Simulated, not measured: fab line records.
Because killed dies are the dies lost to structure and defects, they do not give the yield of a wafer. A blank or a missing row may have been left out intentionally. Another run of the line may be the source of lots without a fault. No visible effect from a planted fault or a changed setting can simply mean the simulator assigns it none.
fab line records	flow sky130
record: lots: 24	wafers: 72	lastDay: 50
route steps=708 shown METAL1@450 VIA2@521 VIA3@589 VIA4@650 PASSIVATION@693 PAD_OPEN@702
lots with no fault: from the same line, run without faults
startH: the number of hours between the record's first day and the start of the first shown wafer of the lot	waitH: time in hours since the lot's previous step	" same as the row above	L1.1+2: a single row standing in for several wafers	- no value, or no start given	* or withheld: withheld	< > ~ a bound
route shown NAME@n: names a module that has steps shown in the file, with the first one's number in the route	usual: mean/standard deviation taken from wafers without a fault	same: alike in all rows	chamber/n: place in a boat	sites: each site's reading	_std_site: their standard deviation	_edge_site: inner sites' mean taken away from outer sites' mean	radiusMm: how far each site lies from the wafer's centre	mask NAME#n: copy n	behind: the tool/chamber that last shaped the wafer	hold: why the lot went on hold/how many hours it stayed there/how the hold came to an end	device: whichever transistor did not switch (one of n, p or np)	end of line: at the end of the route, the tests of the same wafers	where a step has no rows: the recipe by itself	killed: not the wafer's yield, but the dies lost to structure and defects at the first sort	map: dies across one wafer; x = killed, . = not, _ = none there
set.NAME: the run value of the setting; set.NAME@STEP: its run value at that earlier step	model.NAME: the simulator's own value behind a step, which no gauge read
the route's steps for a sample of lots (tables are steps, rows are wafers)
services: a tool's chamber out of use, with start hour (startH, from the record's first day; less than 0 if before it), hours out, and reason
== steps ==
step: SKY_METAL1_OVL_MEAS_16
usual: METAL1_OVL: -1/4.7
lot.wafer	tool	chamber	startH	waitH	METAL1_OVL[nm]
L074.1	overlay-01	-	760.65	0.1	2
L074.2	"	-	"	"	-6
L074.6	"	-	"	"	-3
L075.2	overlay-02	-	774.25	0.1	-4
L075.3	"	-	"	"	5
L075.4	"	-	"	"	-12
L076.4	overlay-02	-	782.63	0.1	-1
L076.5	"	-	"	"	-2
L076.6	"	-	"	"	1
L077.3	overlay-01	-	790.81	0.1	-8
L077.4	"	-	"	"	-12
L077.5	"	-	"	"	-1
L078.3	overlay-01	-	798.91	0.1	-5
L078.5	"	-	"	"	-13
L078.6	"	-	"	"	3
L079.1	overlay-01	-	809.51	0.1	3
L079.4	"	-	"	"	5
L079.6	"	-	"	"	1
L080.1	overlay-01	-	819.09	0.1	1
L080.3	"	-	"	"	0
L080.5	"	-	"	"	-3
L081.1	overlay-02	-	825.60	0.1	-6
L081.2	"	-	"	"	-4
L081.3	"	-	"	"	-1
L082.1	overlay-01	-	834.00	0.1	0
L082.2	"	-	"	"	1
L082.3	"	-	"	"	0
L083.1	overlay-01	-	834.35	0.1	0
L083.4	"	-	"	"	-4
L083.6	"	-	"	"	-6
L084.1	overlay-02	-	849.14	0.1	-7
L084.3	"	-	"	"	-4
L084.4	"	-	"	"	-3
L085.2	overlay-02	-	856.20	0.1	-1
L085.3	"	-	"	"	5
L085.4	"	-	"	"	1
L086.3	overlay-02	-	860.12	0.1	0
L086.4	"	-	"	"	-4
L086.6	"	-	"	"	-4
L087.2	overlay-01	-	866.12	0.1	-2
L087.3	"	-	"	"	6
L087.5	"	-	"	"	-4
L088.3	overlay-02	-	870.42	0.1	-6
L088.5	"	-	"	"	-3
L088.6	"	-	"	"	7
L089.2	overlay-01	-	873.41	0.1	-2
L089.5	"	-	"	"	5
L089.6	"	-	"	"	2
L090.2	overlay-01	-	891.81	0.1	-2
L090.5	"	-	"	"	3
L090.6	"	-	"	"	-1
L091.1	overlay-02	-	892.45	0.1	3
L091.4	"	-	"	"	3
L091.5	"	-	"	"	6
L092.1	overlay-02	-	902.35	0.1	2
L092.5	"	-	"	"	-5
L092.6	"	-	"	"	-2
L093.2	overlay-02	-	908.35	0.1	-7
L093.3	"	-	"	"	-2
L093.5	"	-	"	"	-6
L094.3	overlay-01	-	916.81	0.1	-6
L094.5	"	-	"	"	-2
L094.6	"	-	"	"	5
L095.1	overlay-01	-	924.40	0.1	1
L095.2	"	-	"	"	7
L095.6	"	-	"	"	2
L096.1	overlay-01	-	937.20	0.1	-7
L096.3	"	-	"	"	-4
L096.5	"	-	"	"	0
L097.2	overlay-01	-	941.91	0.1	0
L097.3	"	-	"	"	2
L097.5	"	-	"	"	0
step: SKY_VIA2_ETCH_14
recipe: chemistry: N2/H2	target: BARC	ionEnergyEv: 200	sourceW: 500	biasW: 100	pressureMtorr: 30	n2FlowSccm: 100	h2FlowSccm: 200	stopOn: SiO2	timeS: 45.9	targetDepthA: 600
usual: drypumpMotorCurrentA: 5.7/0.43	oesProductAu: 0.855/0.0046	throttleValvePct: 13.225/0.0081
lot.wafer	tool	chamber	startH	waitH	drypumpMotorCurrentA	oesProductAu	rfHoursCounterH	throttleValvePct
L074.1	rieDiel-03	0	845.43	0.0	6.2	0.857	2	13.218
L074.2	"	3	"	"	5.4	0.853	8	13.226
L074.6	"	3	"	"	5.4	0.857	-	13.223
L075.2	rieDiel-02	0	859.80	0.0	5.7	0.859	4	13.214
L075.3	"	3	"	"	5.7	0.859	5	13.225
L075.4	"	2	"	"	6.4	0.859	1	13.232
L076.4	rieDiel-02	2	864.40	0.0	6.4	0.849	1	13.222
L076.5	"	2	"	"	6.4	0.847	-	13.243
L076.6	"	1	"	"	5.5	0.858	-	13.216
L077.3	rieDiel-02	0	873.93	0.0	5.7	0.856	4	13.221
L077.4	"	1	"	"	5.5	0.852	10	13.225
L077.5	"	1	"	"	5.5	0.867	-	13.229
L078.3	rieDiel-03	1	882.10	0.0	5.6	0.857	7	13.239
L078.5	"	3	"	"	5.4	0.858	-	13.224
L078.6	"	2	"	"	6.0	0.850	-	13.220
L079.1	rieDiel-03	1	891.73	0.0	5.6	0.859	7	13.230
L079.4	"	0	"	"	6.2	0.852	3	13.223
L079.6	"	1	"	"	5.6	0.860	-	13.224
L080.1	rieDiel-03	1	899.82	0.0	5.6	0.864	8	13.228
L080.3	"	2	"	"	6.0	0.855	6	13.218
L080.5	"	3	"	"	5.4	0.847	-	13.221
L081.1	rieDiel-04	3	907.17	0.0	5.3	0.857	12	13.215
L081.2	"	0	"	"	6.0	0.844	1	13.239
L081.3	"	2	"	"	5.1	0.848	23	13.245
L082.1	rieDiel-02	3	914.28	0.0	5.7	0.856	6	13.226
L082.2	"	1	"	"	5.5	0.858	11	13.225
L082.3	"	2	"	"	6.5	0.856	3	13.230
L083.1	rieDiel-04	2	915.52	0.0	5.2	0.854	23	13.211
L083.4	"	0	"	"	6.0	0.862	1	13.222
L083.6	"	1	"	"	4.9	0.850	-	13.221
L084.1	rieDiel-02	2	928.68	0.0	6.5	0.860	3	13.228
L084.3	"	3	"	"	5.7	0.861	6	13.229
L084.4	"	1	"	"	5.5	0.854	12	13.231
L085.2	rieDiel-03	3	936.32	0.0	5.4	0.866	11	13.225
L085.3	"	1	"	"	5.6	0.856	9	13.225
L085.4	"	0	"	"	6.2	0.848	5	13.216
L086.3	rieDiel-04	0	941.25	0.0	6.0	0.854	2	13.231
L086.4	"	1	"	"	4.9	0.859	16	13.217
L086.6	"	0	"	"	6.0	0.855	-	13.227
L087.2	rieDiel-02	2	946.30	0.0	6.4	0.855	3	13.213
L087.3	"	3	"	"	5.7	0.865	7	13.229
L087.5	"	3	"	"	5.7	0.851	-	13.219
L088.3	rieDiel-02	0	949.75	0.0	5.7	0.859	6	13.222
L088.5	"	0	"	"	5.7	0.852	-	13.220
L088.6	"	1	"	"	5.5	0.855	-	13.232
L089.2	rieDiel-03	0	952.42	0.0	6.2	0.857	6	13.233
L089.5	"	2	"	"	6.0	0.849	-	13.212
L089.6	"	3	"	"	5.4	0.858	-	13.217
L090.2	rieDiel-02	0	968.98	0.0	5.7	0.860	7	13.220
L090.5	"	3	"	"	5.7	0.849	-	13.232
L090.6	"	0	"	"	5.8	0.859	-	13.205
L091.1	rieDiel-04	3	970.13	0.0	5.3	0.858	13	13.221
L091.4	"	1	"	"	4.9	0.855	16	13.243
L091.5	"	0	"	"	6.0	0.854	-	13.210
L092.1	rieDiel-02	3	979.67	0.0	5.7	0.853	8	13.222
L092.5	"	1	"	"	5.5	0.860	-	13.232
L092.6	"	0	"	"	5.7	0.851	-	13.226
L093.2	rieDiel-04	3	986.00	0.0	5.3	0.853	13	13.222
L093.3	"	0	"	"	6.0	0.853	3	13.210
L093.5	"	3	"	"	5.3	0.850	-	13.220
L094.3	rieDiel-04	2	994.93	0.0	5.2	0.852	25	13.238
L094.5	"	2	"	"	5.2	0.860	-	13.219
L094.6	"	1	"	"	4.9	0.849	-	13.234
L095.1	rieDiel-04	2	1000.78	0.0	5.2	0.849	25	13.234
L095.2	"	3	"	"	5.3	0.853	14	13.230
L095.6	"	1	"	"	4.9	0.854	-	13.218
L096.1	rieDiel-03	3	1013.33	0.0	5.4	0.853	14	13.221
L096.3	"	2	"	"	6.0	0.860	9	13.239
L096.5	"	2	"	"	6.0	0.858	-	13.222
L097.2	rieDiel-03	0	1016.98	0.0	6.2	0.850	8	13.231
L097.3	"	2	"	"	6.0	0.856	10	13.228
L097.5	"	2	"	"	6.0	0.859	-	13.225
step: SKY_VIA3_STRIP_16
recipe: chemistry: O2/N2	powerW: 1400	pressureMtorr: 1500	platenTempC: withheld	o2FlowSccm: 3000	n2FlowSccm: 300	overashFraction: 0.5
usual: drypumpMotorCurrentA: 6.2/0.62	oesProductAu: 0.403/0.005	stripTimeToEndpointS: 4.15/0.032
lot.wafer	tool	chamber	startH	waitH	drypumpMotorCurrentA	oesProductAu	rfHoursCounterH	stripTimeToEndpointS
L074.1	plasmaAsher-01	0	925.19	0.0	5.9	0.401	54	4.17
L074.2	"	1	"	"	6.6	0.401	54	4.13
L074.6	"	0	"	"	5.9	0.398	-	4.17
L075.2	plasmaAsher-04	1	938.90	0.0	4.7	0.411	78	4.17
L075.3	"	1	"	"	4.7	0.399	-	4.18
L075.4	"	0	"	"	6.3	0.408	-	4.20
L076.4	plasmaAsher-01	1	946.67	0.1	6.7	0.407	-	4.21
L076.5	"	0	"	"	5.9	0.402	-	4.18
L076.6	"	1	"	"	6.7	0.404	-	4.20
L077.3	plasmaAsher-03	1	951.52	0.1	6.7	0.401	-	4.14
L077.4	"	0	"	"	6.5	0.398	-	4.16
L077.5	"	1	"	"	6.7	0.404	-	4.17
L078.3	plasmaAsher-03	0	960.92	0.1	6.5	0.403	-	4.16
L078.5	"	0	"	"	6.4	0.404	-	4.20
L078.6	"	1	"	"	6.7	0.399	-	4.16
L079.1	plasmaAsher-01	0	969.37	0.0	5.9	0.408	60	4.11
L079.4	"	0	"	"	5.9	0.391	-	4.18
L079.6	"	0	"	"	5.9	0.405	-	4.16
L080.1	plasmaAsher-01	0	977.62	0.0	5.9	0.395	61	4.19
L080.3	"	0	"	"	5.9	0.403	-	4.18
L080.5	"	1	"	"	6.6	0.403	-	4.16
L081.1	plasmaAsher-01	1	984.39	0.0	6.6	0.407	62	4.18
L081.2	"	0	"	"	5.9	0.401	62	4.17
L081.3	"	1	"	"	6.6	0.399	-	4.18
L082.1	plasmaAsher-01	0	990.15	0.0	5.9	0.403	62	4.17
L082.2	"	1	"	"	6.7	0.403	62	4.15
L082.3	"	0	"	"	5.9	0.397	-	4.19
L083.1	plasmaAsher-03	1	992.29	0.0	6.7	0.407	27	4.14
L083.4	"	1	"	"	6.7	0.401	-	4.14
L083.6	"	1	"	"	6.7	0.401	-	4.14
L084.1	plasmaAsher-01	0	1004.84	0.0	5.9	0.397	64	4.12
L084.3	"	1	"	"	6.7	0.407	-	4.11
L084.4	"	0	"	"	5.9	0.405	-	4.13
L085.2	plasmaAsher-03	0	1012.54	0.0	6.5	0.399	30	4.08
L085.3	"	1	"	"	6.7	0.405	-	4.12
L085.4	"	0	"	"	6.5	0.396	-	4.12
L086.3	plasmaAsher-01	1	1015.47	0.1	6.7	0.400	-	4.18
L086.4	"	0	"	"	5.9	0.398	-	4.14
L086.6	"	1	"	"	6.7	0.403	-	4.18
L087.2	plasmaAsher-04	1	1020.95	0.0	4.7	0.403	79	4.13
L087.3	"	1	"	"	4.8	0.395	-	4.09
L087.5	"	1	"	"	4.8	0.402	-	4.15
L088.3	plasmaAsher-04	1	1024.38	0.1	4.7	0.409	-	4.13
L088.5	"	1	"	"	4.7	0.397	-	4.15
L088.6	"	0	"	"	6.3	0.397	-	4.12
L089.2	plasmaAsher-03	0	1027.45	0.0	6.5	0.405	31	4.13
L089.5	"	1	"	"	6.7	0.402	-	4.17
L089.6	"	0	"	"	6.5	0.396	-	4.14
L090.2	plasmaAsher-01	0	1043.20	0.0	5.9	0.403	68	4.15
L090.5	"	1	"	"	6.6	0.400	-	4.12
L090.6	"	0	"	"	5.9	0.398	-	4.14
L091.1	plasmaAsher-04	0	1043.67	0.0	6.3	0.405	81	4.13
L091.4	"	0	"	"	6.3	0.407	-	4.18
L091.5	"	1	"	"	4.7	0.401	-	4.18
L092.1	plasmaAsher-01	1	1052.52	0.0	6.7	0.405	69	4.14
L092.5	"	1	"	"	6.7	0.398	-	4.13
L092.6	"	0	"	"	5.9	0.405	-	4.17
L093.2	plasmaAsher-04	0	1058.24	0.0	6.3	0.400	83	4.15
L093.3	"	0	"	"	6.3	0.405	-	4.12
L093.5	"	0	"	"	6.4	0.397	-	4.12
L094.3	plasmaAsher-01	1	1065.70	0.1	6.7	0.403	-	4.15
L094.5	"	0	"	"	5.9	0.410	-	4.12
L094.6	"	1	"	"	6.6	0.406	-	4.12
L095.1	plasmaAsher-04	0	1072.22	0.0	6.3	0.400	84	4.13
L095.2	"	1	"	"	4.7	0.404	84	4.13
L095.6	"	0	"	"	6.3	0.411	-	4.15
L096.1	plasmaAsher-03	1	1083.20	0.0	6.7	0.410	37	4.11
L096.3	"	1	"	"	6.7	0.409	-	4.20
L096.5	"	0	"	"	6.5	0.400	-	4.12
L097.2	plasmaAsher-01	1	1086.80	0.0	6.7	0.407	73	4.11
L097.3	"	1	"	"	6.7	0.395	-	4.10
L097.5	"	1	"	"	6.7	0.394	-	4.12
step: SKY_VIA4_OVL_MEAS_11
usual: VIA4_OVL: -0.1/1.2
lot.wafer	tool	chamber	startH	waitH	VIA4_OVL[nm]
L074.1	overlay-02	-	1001.58	0.1	1.7
L074.2	"	-	"	"	0.0
L074.6	"	-	"	"	1.9
L075.2	overlay-01	-	1013.48	0.1	-0.5
L075.3	"	-	"	"	-0.2
L075.4	"	-	"	"	0.0
L076.4	overlay-01	-	1020.88	0.1	0.0
L076.5	"	-	"	"	-1.0
L076.6	"	-	"	"	-1.2
L077.3	overlay-01	-	1025.74	0.1	2.0
L077.4	"	-	"	"	0.8
L077.5	"	-	"	"	3.0
L078.3	overlay-02	-	1035.52	0.1	-0.3
L078.5	"	-	"	"	0.4
L078.6	"	-	"	"	0.5
L079.1	overlay-01	-	1043.06	0.1	-0.2
L079.4	"	-	"	"	-0.1
L079.6	"	-	"	"	1.5
L080.1	overlay-01	-	1050.28	0.1	-0.3
L080.3	"	-	"	"	0.2
L080.5	"	-	"	"	2.9
L081.1	overlay-01	-	1056.68	0.1	0.0
L081.2	"	-	"	"	-0.9
L081.3	"	-	"	"	-0.4
L082.1	overlay-02	-	1061.46	0.1	-0.5
L082.2	"	-	"	"	1.4
L082.3	"	-	"	"	1.5
L083.1	overlay-02	-	1063.93	0.1	1.0
L083.4	"	-	"	"	-1.5
L083.6	"	-	"	"	0.6
L084.1	overlay-01	-	1075.03	0.1	-1.2
L084.3	"	-	"	"	-1.2
L084.4	"	-	"	"	-2.2
L085.2	overlay-01	-	1082.37	0.1	-1.1
L085.3	"	-	"	"	-0.6
L085.4	"	-	"	"	-0.7
L086.3	overlay-01	-	1084.97	0.1	-0.6
L086.4	"	-	"	"	-2.0
L086.6	"	-	"	"	-1.6
L087.2	overlay-01	-	1088.98	0.1	-0.3
L087.3	"	-	"	"	-1.7
L087.5	"	-	"	"	-1.4
L088.3	overlay-02	-	1093.52	0.1	2.0
L088.5	"	-	"	"	-0.4
L088.6	"	-	"	"	1.2
L089.2	overlay-02	-	1095.63	0.1	1.6
L089.5	"	-	"	"	0.1
L089.6	"	-	"	"	1.9
L090.2	overlay-02	-	1110.09	0.1	0.3
L090.5	"	-	"	"	-1.7
L090.6	"	-	"	"	-1.8
L091.1	overlay-02	-	1110.73	0.1	1.5
L091.4	"	-	"	"	1.6
L091.5	"	-	"	"	0.0
L092.1	overlay-02	-	1117.78	0.1	-1.4
L092.5	"	-	"	"	-0.2
L092.6	"	-	"	"	0.3
L093.2	overlay-02	-	1123.59	0.1	-1.2
L093.3	"	-	"	"	-1.3
L093.5	"	-	"	"	0.2
L094.3	overlay-01	-	1130.25	0.1	-0.2
L094.5	"	-	"	"	-0.9
L094.6	"	-	"	"	-1.0
L095.1	overlay-02	-	1136.51	0.1	-1.3
L095.2	"	-	"	"	0.0
L095.6	"	-	"	"	-0.8
L096.1	overlay-02	-	1147.18	0.1	0.4
L096.3	"	-	"	"	0.7
L096.5	"	-	"	"	1.9
L097.2	overlay-02	-	1148.89	0.1	-1.4
L097.3	"	-	"	"	0.6
L097.5	"	-	"	"	-1.0
step: SKY_PASSIVATION_STRIP_12
recipe: chemistry: O2/N2	powerW: 1400	pressureMtorr: 1500	platenTempC: withheld	overashFraction: 0.7	o2FlowSccm: 3000	n2FlowSccm: 300
usual: drypumpMotorCurrentA: 5.7/0.77	oesProductAu: 0.661/0.0044	stripTimeToEndpointS: 31.58/0.15
lot.wafer	tool	chamber	startH	waitH	drypumpMotorCurrentA	oesProductAu	rfHoursCounterH	stripTimeToEndpointS
L074.1	plasmaAsher-01	1	1050.50	0.1	6.6	0.670	69	31.45
L074.2	"	0	"	"	5.9	0.655	69	31.40
L074.6	"	0	"	"	5.9	0.664	-	31.51
L075.2	plasmaAsher-01	0	1061.10	0.1	5.9	0.660	70	31.45
L075.3	"	0	"	"	5.9	0.654	-	31.42
L075.4	"	1	"	"	6.6	0.666	-	31.57
L076.4	plasmaAsher-04	1	1067.47	0.1	4.8	0.655	-	31.83
L076.5	"	0	"	"	6.3	0.662	-	31.82
L076.6	"	1	"	"	4.8	0.660	-	31.53
L077.3	plasmaAsher-01	0	1073.22	0.1	5.9	0.661	-	31.41
L077.4	"	1	"	"	6.7	0.665	-	31.58
L077.5	"	1	"	"	6.7	0.657	-	31.55
L078.3	plasmaAsher-04	1	1080.43	0.1	4.8	0.659	-	31.41
L078.5	"	1	"	"	4.8	0.663	-	31.40
L078.6	"	0	"	"	6.3	0.668	-	31.35
L079.1	plasmaAsher-01	0	1087.97	0.1	5.9	0.664	73	31.31
L079.4	"	0	"	"	5.9	0.658	-	31.57
L079.6	"	0	"	"	5.9	0.665	-	31.62
L080.1	plasmaAsher-04	1	1096.08	0.1	4.7	0.666	86	31.56
L080.3	"	0	"	"	6.4	0.661	-	31.36
L080.5	"	1	"	"	4.7	0.658	-	31.50
L081.1	plasmaAsher-04	1	1100.97	0.1	4.8	0.657	87	31.60
L081.2	"	0	"	"	6.3	0.659	87	31.50
L081.3	"	1	"	"	4.7	0.650	-	31.59
L082.1	plasmaAsher-04	0	1104.87	0.1	6.4	0.660	88	31.61
L082.2	"	1	"	"	4.7	0.651	88	31.77
L082.3	"	0	"	"	6.3	0.660	-	31.82
L083.1	plasmaAsher-01	0	1107.92	0.1	5.9	0.658	75	31.50
L083.4	"	0	"	"	5.9	0.663	-	31.63
L083.6	"	0	"	"	5.9	0.666	-	31.49
L084.1	plasmaAsher-04	0	1118.77	0.1	6.4	0.657	89	31.68
L084.3	"	0	"	"	6.3	0.657	-	31.32
L084.4	"	1	"	"	4.8	0.659	-	31.39
L085.2	plasmaAsher-04	1	1124.77	0.1	4.7	0.665	90	31.61
L085.3	"	0	"	"	6.4	0.658	-	31.43
L085.4	"	1	"	"	4.7	0.659	-	31.45
L086.3	plasmaAsher-04	1	1127.55	0.1	4.8	0.666	-	31.48
L086.4	"	0	"	"	6.4	0.665	-	31.65
L086.6	"	0	"	"	6.3	0.664	-	31.47
L087.2	plasmaAsher-04	1	1130.55	0.1	4.7	0.653	91	31.84
L087.3	"	0	"	"	6.4	0.663	-	31.80
L087.5	"	1	"	"	4.8	0.657	-	31.70
L088.3	plasmaAsher-01	1	1136.62	0.1	6.6	0.663	-	31.33
L088.5	"	0	"	"	5.9	0.658	-	31.62
L088.6	"	1	"	"	6.6	0.660	-	31.64
L089.2	plasmaAsher-04	1	1137.50	0.1	4.7	0.656	91	31.44
L089.5	"	1	"	"	4.7	0.663	-	31.36
L089.6	"	0	"	"	6.4	0.662	-	31.66
L090.2	plasmaAsher-04	1	1150.97	0.1	4.7	0.661	93	31.82
L090.5	"	0	"	"	6.3	0.667	-	31.78
L090.6	"	1	"	"	4.7	0.659	-	31.71
L091.1	plasmaAsher-02	0	1151.13	0.1	4.8	0.665	5	31.58
L091.4	"	1	"	"	5.1	0.653	-	31.61
L091.5	"	1	"	"	5.1	0.657	-	31.52
L092.1	plasmaAsher-04	0	1158.45	0.1	6.3	0.666	93	31.49
L092.5	"	1	"	"	4.7	0.649	-	31.41
L092.6	"	0	"	"	6.3	0.655	-	31.67
L093.2	plasmaAsher-02	0	1163.18	0.1	4.8	0.656	6	31.81
L093.3	"	0	"	"	4.8	0.665	-	31.66
L093.5	"	0	"	"	4.8	0.659	-	31.69
L094.3	plasmaAsher-04	1	1169.12	0.1	4.7	0.662	-	31.39
L094.5	"	1	"	"	4.7	0.661	-	31.41
L094.6	"	0	"	"	6.4	0.661	-	31.55
L095.1	plasmaAsher-01	1	1174.82	0.1	6.6	0.661	82	31.51
L095.2	"	0	"	"	5.9	0.659	82	31.74
L095.6	"	1	"	"	6.6	0.656	-	31.67
L096.1	plasmaAsher-02	1	1183.50	0.1	5.1	0.660	8	31.66
L096.3	"	0	"	"	4.8	0.664	-	31.67
L096.5	"	0	"	"	4.8	0.662	-	31.84
L097.2	plasmaAsher-01	0	1186.12	0.1	5.9	0.667	83	31.90
L097.3	"	1	"	"	6.7	0.660	-	31.97
L097.5	"	0	"	"	5.9	0.672	-	31.72
step: SKY_PAD_OPEN_STRIP_08
recipe: chemistry: O2/N2	powerW: 1400	pressureMtorr: 1500	platenTempC: withheld	overashFraction: 0.7	o2FlowSccm: 3000	n2FlowSccm: 300
usual: drypumpMotorCurrentA: 6.0/0.7	oesProductAu: 0.662/0.0042	stripTimeToEndpointS: 37.09/0.09
lot.wafer	tool	chamber	startH	waitH	drypumpMotorCurrentA	oesProductAu	rfHoursCounterH	stripTimeToEndpointS
L074.1	plasmaAsher-02	0	1072.10	0.1	4.8	0.661	1	36.97
L074.2	"	1	"	"	5.0	0.662	1	36.96
L074.6	"	0	"	"	4.8	0.667	-	37.04
L075.2	plasmaAsher-03	1	1081.90	0.1	6.7	0.667	37	36.98
L075.3	"	1	"	"	6.7	0.672	-	36.95
L075.4	"	0	"	"	6.5	0.657	-	36.92
L076.4	plasmaAsher-03	0	1088.62	0.1	6.5	0.671	-	36.95
L076.5	"	0	"	"	6.5	0.658	-	37.01
L076.6	"	1	"	"	6.7	0.656	-	37.02
L077.3	plasmaAsher-03	1	1094.13	0.1	6.7	0.663	-	37.04
L077.4	"	0	"	"	6.5	0.653	-	36.95
L077.5	"	1	"	"	6.6	0.662	-	36.93
L078.3	plasmaAsher-01	1	1101.12	0.1	6.7	0.661	-	36.99
L078.5	"	1	"	"	6.7	0.662	-	37.11
L078.6	"	0	"	"	5.9	0.665	-	37.09
L079.1	plasmaAsher-03	0	1108.35	0.1	6.5	0.665	40	37.16
L079.4	"	0	"	"	6.5	0.657	-	37.11
L079.6	"	1	"	"	6.7	0.660	-	37.11
L080.1	plasmaAsher-01	1	1117.18	0.1	6.7	0.666	76	37.11
L080.3	"	1	"	"	6.6	0.661	-	37.13
L080.5	"	0	"	"	5.9	0.663	-	37.12
L081.1	plasmaAsher-01	0	1120.69	0.1	5.9	0.662	77	36.99
L081.2	"	1	"	"	6.7	0.664	77	37.15
L081.3	"	1	"	"	6.7	0.659	-	37.01
L082.1	plasmaAsher-01	0	1124.83	0.1	5.9	0.663	77	37.17
L082.2	"	1	"	"	6.6	0.671	77	37.15
L082.3	"	1	"	"	6.7	0.657	-	37.25
L083.1	plasmaAsher-03	0	1127.45	0.1	6.5	0.661	43	37.09
L083.4	"	0	"	"	6.5	0.657	-	37.08
L083.6	"	1	"	"	6.7	0.664	-	36.94
L084.1	plasmaAsher-03	1	1137.79	0.1	6.7	0.659	43	36.97
L084.3	"	1	"	"	6.7	0.660	-	36.93
L084.4	"	0	"	"	6.4	0.661	-	36.94
L085.2	plasmaAsher-02	0	1143.33	0.1	4.8	0.670	4	37.12
L085.3	"	0	"	"	4.8	0.667	-	37.13
L085.4	"	1	"	"	5.0	0.655	-	37.09
L086.3	plasmaAsher-02	0	1146.37	0.1	4.8	0.667	-	37.13
L086.4	"	1	"	"	5.0	0.661	-	37.07
L086.6	"	1	"	"	5.1	0.662	-	37.06
L087.2	plasmaAsher-01	0	1149.05	0.1	5.9	0.660	80	37.12
L087.3	"	0	"	"	5.9	0.665	-	37.06
L087.5	"	0	"	"	5.9	0.670	-	37.05
L088.3	plasmaAsher-01	1	1155.43	0.1	6.6	0.668	-	37.19
L088.5	"	1	"	"	6.6	0.661	-	37.15
L088.6	"	0	"	"	5.9	0.667	-	37.00
L089.2	plasmaAsher-02	1	1156.49	0.1	5.0	0.661	5	37.21
L089.5	"	1	"	"	5.1	0.667	-	37.14
L089.6	"	0	"	"	4.8	0.656	-	37.02
L090.2	plasmaAsher-01	0	1168.38	0.1	5.9	0.658	81	37.32
L090.5	"	1	"	"	6.6	0.666	-	37.28
L090.6	"	0	"	"	5.9	0.662	-	37.28
L091.1	plasmaAsher-03	1	1168.73	0.1	6.7	0.662	46	37.04
L091.4	"	1	"	"	6.7	0.665	-	37.08
L091.5	"	0	"	"	6.5	0.663	-	36.99
L092.1	plasmaAsher-01	0	1175.25	0.1	5.9	0.662	82	37.16
L092.5	"	1	"	"	6.6	0.665	-	37.17
L092.6	"	0	"	"	5.9	0.663	-	37.22
L093.2	plasmaAsher-01	1	1180.09	0.1	6.7	0.658	83	37.16
L093.3	"	0	"	"	5.9	0.662	-	37.10
L093.5	"	0	"	"	5.9	0.661	-	37.12
L094.3	plasmaAsher-01	0	1185.03	0.1	5.9	0.662	-	37.18
L094.5	"	0	"	"	5.9	0.660	-	37.16
L094.6	"	1	"	"	6.7	0.659	-	37.25
L095.1	plasmaAsher-02	1	1189.95	0.1	5.1	0.669	9	37.04
L095.2	"	0	"	"	4.8	0.661	9	37.07
L095.6	"	1	"	"	5.1	0.663	-	37.03
L096.1	plasmaAsher-02	0	1199.39	0.1	4.8	0.668	10	37.23
L096.3	"	0	"	"	4.8	0.657	-	37.14
L096.5	"	0	"	"	4.8	0.666	-	37.28
L097.2	plasmaAsher-03	1	1201.19	0.1	6.7	0.667	50	37.11
L097.3	"	0	"	"	6.5	0.665	-	37.12
L097.5	"	0	"	"	6.5	0.662	-	37.09
== services ==
tool	chamber	startH	hours	kind
plasmaAsher-04	-	822.80	3.4	repair
rieDiel-02	0	839.65	5.1	repair
plasmaAsher-01	-	860.48	1.4	repair
rieDiel-03	1	869.45	3.6	repair
plasmaAsher-01	-	875.32	1.2	repair
plasmaAsher-02	-	880.67	14.6	pm
plasmaAsher-02	-	897.25	16.6	repair
rieDiel-02	2	930.38	1.9	repair
plasmaAsher-04	-	946.41	72.2	repair
rieDiel-03	1	959.38	1.4	repair
rieDiel-02	1	965.91	11.0	repair
rieDiel-02	-	1027.90	0.2	repair
rieDiel-02	3	1028.47	8.3	repair
rieDiel-03	-	1042.93	1.5	repair
plasmaAsher-02	-	1055.25	9.0	pm
rieDiel-03	0	1067.21	4.0	repair
rieDiel-03	3	1071.12	4.8	repair
plasmaAsher-03	-	1088.90	2.8	pm
plasmaAsher-02	-	1095.71	36.3	repair
rieDiel-03	0	1099.04	19.7	repair
rieDiel-03	3	1102.62	7.6	repair
rieDiel-03	3	1126.37	2.6	repair
plasmaAsher-01	-	1150.22	2.8	pm
rieDiel-03	0	1194.67	5.6	repair
== key ==
fault none
